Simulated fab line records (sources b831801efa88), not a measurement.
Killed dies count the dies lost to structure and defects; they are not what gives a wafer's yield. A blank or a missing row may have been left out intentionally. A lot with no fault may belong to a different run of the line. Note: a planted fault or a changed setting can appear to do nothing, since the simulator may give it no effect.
Matching of chambers | flow gf180mcu | 4 sister chambers for GF_V1_CMP_04 on cmp-01
The step polishes SiO2. 8 wafers are shown with their chamber, then 7 later ones without.

== EACH WAFER AND ITS CHAMBER ==
wafer  | chamber | motorCurrentA (A) | timeToEndpointS (s)
L454.2 | 2       | 14.9              | 72
L454.4 | 0       | 11.2              | 85
L454.5 | 1       | 12.3              | 83
L455.1 | 3       | 11.8              | 77
L455.2 | 1       | 12.7              | 77
L455.3 | 2       | 14.0              | 79
L457.1 | 3       | 12.3              | 81
L457.2 | 0       | 12.2              | 80

== WAFERS WITH NO CHAMBER GIVEN ==
wafer  | motorCurrentA (A) | timeToEndpointS (s)
L457.4 | 12.5              | 84
L458.3 | 12.3              | 79
L458.5 | 12.1              | 85
L458.6 | 11.7              | 83
L468.2 | 10.5              | 84
L468.5 | 12.6              | 87
L468.6 | 14.3              | 82

== EACH ONE'S CHAMBER ==
wafer  | from the rows above          | in truth
L457.4 | can't be placed: 1 or 3 or 0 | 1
L458.3 | can't be placed: 1 or 3 or 0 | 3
L458.5 | can't be placed: 0 or 1 or 3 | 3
L458.6 | can't be placed: 0 or 3 or 1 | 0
L468.2 | can't be placed: 0 or 3 or 1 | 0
L468.5 | can't be placed: 1 or 0 or 3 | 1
L468.6 | can't be placed: 2 or 1      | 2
Placed correctly: 0 of 7. Cannot be placed on the basis of these rows: 7; the candidates contain the true chamber in 7. Wrongly placed: 0.
How it was worked out, from the rows above alone: a wafer's distance from a chamber is the root of the sum, over the readings, of the square of ((its reading less the chamber's mean) divided by the reading's scatter). If the next closest chamber is less than 2 further off than the closest, the wafer can't be placed; otherwise it belongs to the closest. A chamber's mean is the mean of its shown wafers. The scatter is the square root of a quotient: the sum, over the shown wafers, of each reading's squared deviation from its chamber's mean, divided by wafers minus chambers.
